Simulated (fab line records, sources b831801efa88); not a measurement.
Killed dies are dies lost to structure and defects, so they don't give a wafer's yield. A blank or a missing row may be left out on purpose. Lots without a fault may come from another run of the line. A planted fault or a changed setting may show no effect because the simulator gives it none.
fab line records | flow gf180mcu
record lots=14 wafers=42 last_day=34
route steps=602 shown M3@415 V3@443 M4@456
lots that met no fault: from a run of the same line without faults
start_h: hours from the record's first day to the start of the lot's first wafer shown | wait_h: hours since the lot's step before | " the same as in the row above | L1.1+2: a row that stands for several wafers | - no value, or no start given | * or withheld: withheld | < > ~ a bound
route shown NAME@n: a module of which the file shows steps, and the number in the route of the first | usual: mean/standard deviation of fault-free wafers | same: alike in all rows | chamber/n: place in a boat | sites: the reading at each site | _std_site: their standard deviation | _edge_site: outer sites' mean less inner sites' | radius_mm: how far each site lies from the wafer's centre | mask NAME#n: copy n | behind: the tool/chamber that last shaped the wafer | hold: why the lot was held/for how many hours/how that ended | device: the transistor (n, p or np) that didn't switch | end of line: the same wafers' tests at the end of the route | a step without rows: its recipe alone | killed: dies lost to structure and defects at the first sort, not the wafer's yield | map: a wafer's dies, x killed, . not, _ none there
set.NAME: the setting as run; set.NAME@STEP: as run at that earlier step | model.NAME: the simulator's own value behind a step, which no gauge read
steps of the route over a sample of lots; a table a step, a row a wafer
services: from which hour (start_h, from the record's first day; less than 0 if before it) a tool's chamber was out of use, for how many hours, and why
## steps
# step GF_M3_THK_MEAS_06
# recipe thk_meas_gauge=xrf reads=AlCu_of_M3_SPUTTER_02
# usual M3_ALCU_THK=439/4.4
# columns lot.wafer tool chamber start_h wait_h M3_ALCU_THK[nm]
L674.2 film_metro-03 - 478.86 0.1 447
L674.3 " - " " 448
L674.4 " - " " 446
L676.2 film_metro-02 - 492.75 0.1 440
L676.4 " - " " 437
L676.5 " - " " 437
L677.4 film_metro-04 - 499.02 0.1 438
L677.5 " - " " 437
L677.6 " - " " 439
L679.1 film_metro-04 - 513.99 0.1 437
L679.4 " - " " 435
L679.5 " - " " 441
L680.1 film_metro-02 - 527.79 0.1 437
L680.4 " - " " 432
L680.6 " - " " 436
L681.4 film_metro-03 - 538.00 0.1 441
L681.5 " - " " 438
L681.6 " - " " 442
L683.2 film_metro-02 - 549.49 0.1 441
L683.4 " - " " 442
L683.5 " - " " 439
L684.1 film_metro-04 - 558.68 0.1 442
L684.4 " - " " 444
L684.6 " - " " 442
L686.2 film_metro-03 - 574.14 0.1 435
L686.4 " - " " 432
L686.6 " - " " 433
L687.1 film_metro-03 - 582.59 0.1 441
L687.2 " - " " 443
L687.6 " - " " 441
L692.1 film_metro-04 - 624.89 0.1 439
L692.3 " - " " 441
L692.6 " - " " 443
L694.2 film_metro-03 - 636.36 0.1 437
L694.4 " - " " 437
L694.6 " - " " 436
L695.1 film_metro-04 - 638.96 0.1 436
L695.2 " - " " 437
L695.5 " - " " 436
L696.1 film_metro-04 - 647.83 0.1 438
L696.3 " - " " 438
L696.6 " - " " 437
# step GF_V3_CD_MEAS_14
# recipe target_cd_nm=260
# usual cd_nm=260.2/1.2
# columns lot.wafer tool chamber start_h wait_h cd_nm
L674.2 cd_sem-01 - 527.10 0.1 260.0
L674.3 " - " " 259.6
L674.4 " - " " 259.8
L676.2 cd_sem-02 - 540.36 0.1 260.5
L676.4 " - " " 260.9
L676.5 " - " " 256.7
L677.4 cd_sem-02 - 547.14 0.1 258.8
L677.5 " - " " 260.8
L677.6 " - " " 260.6
L679.1 cd_sem-02 - 560.81 0.2 259.6
L679.4 " - " " 260.1
L679.5 " - " " 261.1
L680.1 cd_sem-02 - 574.15 0.1 260.4
L680.4 " - " " 260.1
L680.6 " - " " 261.9
L681.4 cd_sem-01 - 584.05 0.1 260.1
L681.5 " - " " 260.0
L681.6 " - " " 259.9
L683.2 cd_sem-02 - 594.46 0.1 260.4
L683.4 " - " " 259.9
L683.5 " - " " 259.0
L684.1 cd_sem-02 - 603.34 0.1 260.8
L684.4 " - " " 260.5
L684.6 " - " " 259.9
L686.2 cd_sem-01 - 617.96 0.1 260.4
L686.4 " - " " 259.7
L686.6 " - " " 259.7
L687.1 cd_sem-01 - 626.49 0.1 263.5
L687.2 " - " " 262.3
L687.6 " - " " 262.8
L692.1 cd_sem-01 - 666.48 0.1 260.7
L692.3 " - " " 259.8
L692.6 " - " " 262.5
L694.2 cd_sem-02 - 676.81 0.1 260.8
L694.4 " - " " 260.5
L694.6 " - " " 260.8
L695.1 cd_sem-01 - 679.13 0.1 258.5
L695.2 " - " " 258.5
L695.5 " - " " 259.1
L696.1 cd_sem-02 - 687.59 0.1 261.9
L696.3 " - " " 259.9
L696.6 " - " " 261.3
# step GF_M4_SPUTTER_00
# recipe material=Ti target_thk_nm=37.5 arriving_ion_energy_ev=80 substrate_temp_c=200 chamber_pressure_pa=2 power_w=4000 time_s=150
# usual chamber_pressure_pa=2.000/0.004 throttle_valve_pct=30.2/1.1
# columns lot.wafer tool chamber start_h wait_h chamber_pressure_pa throttle_valve_pct
L674.2 pvd_sputter-04 - 528.59 0.2 2.002 27.8
L674.3 " - " " 2.002 30.9
L674.4 " - " " 1.998 30.7
L676.2 pvd_sputter-03 - 542.54 0.2 1.997 30.8
L676.4 " - " " 1.994 28.6
L676.5 " - " " 2.003 28.6
L677.4 pvd_sputter-04 - 548.62 0.1 2.003 31.1
L677.5 " - " " 2.001 31.3
L677.6 " - " " 2.008 30.4
L679.1 pvd_sputter-04 - 562.32 0.2 2.004 27.6
L679.4 " - " " 1.999 30.8
L679.5 " - " " 2.000 31.1
L680.1 pvd_sputter-02 - 575.67 0.1 2.003 30.5
L680.4 " - " " 1.995 29.6
L680.6 " - " " 1.996 29.7
L681.4 pvd_sputter-02 - 585.50 0.1 1.996 31.1
L681.5 " - " " 1.997 30.8
L681.6 " - " " 2.003 30.5
L683.2 pvd_sputter-04 - 595.99 0.2 2.007 31.0
L683.4 " - " " 2.000 30.8
L683.5 " - " " 2.002 31.2
L684.1 pvd_sputter-03 - 604.89 0.2 1.999 30.5
L684.4 " - " " 2.003 28.7
L684.6 " - " " 2.006 30.1
L686.2 pvd_sputter-03 - 619.48 0.1 2.002 30.2
L686.4 " - " " 2.001 30.3
L686.6 " - " " 1.999 28.7
L687.1 pvd_sputter-03 - 628.01 0.2 2.005 30.5
L687.2 " - " " 1.997 30.9
L687.6 " - " " 1.996 30.8
L692.1 pvd_sputter-02 - 668.02 0.1 2.003 29.9
L692.3 " - " " 2.007 30.9
L692.6 " - " " 2.006 30.4
L694.2 pvd_sputter-04 - 678.41 0.1 2.002 30.7
L694.4 " - " " 2.001 30.7
L694.6 " - " " 1.997 31.4
L695.1 pvd_sputter-04 - 680.64 0.1 2.006 30.5
L695.2 " - " " 1.996 31.1
L695.5 " - " " 2.005 30.6
L696.1 pvd_sputter-03 - 689.16 0.1 2.008 30.3
L696.3 " - " " 1.999 30.5
L696.6 " - " " 2.002 30.4
# step GF_M4_SPUTTER_04
# recipe material=TiN target_thk_nm=50 power_w=6500 time_s=41.7 chamber_pressure_pa=0.4
# usual chamber_pressure_pa=0.3999/0.00095 throttle_valve_pct=30.2/1.1
# columns lot.wafer tool chamber start_h wait_h chamber_pressure_pa throttle_valve_pct
L674.2 pvd_sputter-04 - 528.77 0.0 0.3991 27.5
L674.3 " - " " 0.3986 30.9
L674.4 " - " " 0.4002 30.9
L676.2 pvd_sputter-03 - 542.72 0.0 0.4008 30.7
L676.4 " - " " 0.4009 28.8
L676.5 " - " " 0.4002 28.8
L677.4 pvd_sputter-04 - 548.80 0.0 0.4009 31.4
L677.5 " - " " 0.4006 31.1
L677.6 " - " " 0.4005 30.5
L679.1 pvd_sputter-04 - 562.50 0.0 0.4006 27.6
L679.4 " - " " 0.3993 31.0
L679.5 " - " " 0.4011 31.1
L680.1 pvd_sputter-02 - 575.85 0.0 0.4005 30.3
L680.4 " - " " 0.3989 29.7
L680.6 " - " " 0.3998 29.6
L681.4 pvd_sputter-02 - 585.68 0.0 0.4006 30.9
L681.5 " - " " 0.3992 30.9
L681.6 " - " " 0.3991 30.3
L683.2 pvd_sputter-04 - 596.17 0.0 0.4000 31.0
L683.4 " - " " 0.3998 30.5
L683.5 " - " " 0.3998 31.3
L684.1 pvd_sputter-03 - 605.07 0.0 0.3986 30.5
L684.4 " - " " 0.4017 28.8
L684.6 " - " " 0.4012 30.2
L686.2 pvd_sputter-03 - 619.66 0.0 0.3986 30.3
L686.4 " - " " 0.3992 30.1
L686.6 " - " " 0.4011 28.6
L687.1 pvd_sputter-03 - 628.19 0.0 0.3998 30.4
L687.2 " - " " 0.3984 30.5
L687.6 " - " " 0.3984 30.7
L692.1 pvd_sputter-02 - 668.20 0.0 0.3987 29.7
L692.3 " - " " 0.4004 30.9
L692.6 " - " " 0.3993 30.7
L694.2 pvd_sputter-04 - 678.59 0.0 0.3124 34.7
L694.4 " - " " 0.4007 30.9
L694.6 " - " " 0.4003 31.2
L695.1 pvd_sputter-04 - 680.82 0.0 0.3137 34.7
L695.2 " - " " 0.3993 30.7
L695.5 " - " " 0.3140 34.6
L696.1 pvd_sputter-03 - 689.34 0.0 0.3999 30.3
L696.3 " - " " 0.3992 30.2
L696.6 " - " " 0.3985 30.6
## services
# columns tool chamber start_h hours kind
pvd_sputter-02 - 518.16 1.0 repair
pvd_sputter-02 - 615.35 30.1 repair
pvd_sputter-03 - 671.26 3.5 repair
## key
first_sign step=GF_M4_SPUTTER_04 reading=chamber_pressure_pa direction=down sigmas=91 usual=0.3999 struck=0.3134
effect step=GF_M4_SPUTTER_04 reading=throttle_valve_pct direction=up sigmas=4.2 usual=30.2 struck=34.7
met_at GF_M4_SPUTTER_04
struck_lots L694,L695
struck_wafers L694.2,L695.1,L695.5
not_acting_at GF_M3_THK_MEAS_06,GF_V3_CD_MEAS_14,GF_M4_SPUTTER_00
onset_between 596.17 678.59
fault kind=process_parameter_drift tool=pvd_sputter-04 chamber=- onset_h=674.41 steps=GF_M4_SPUTTER_04 channel=chamber_pressure_pa offset=-0.087346 shape=step end_h=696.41 acts_in=these_recipes_only stated=0.4 scope=struck_wafers_only
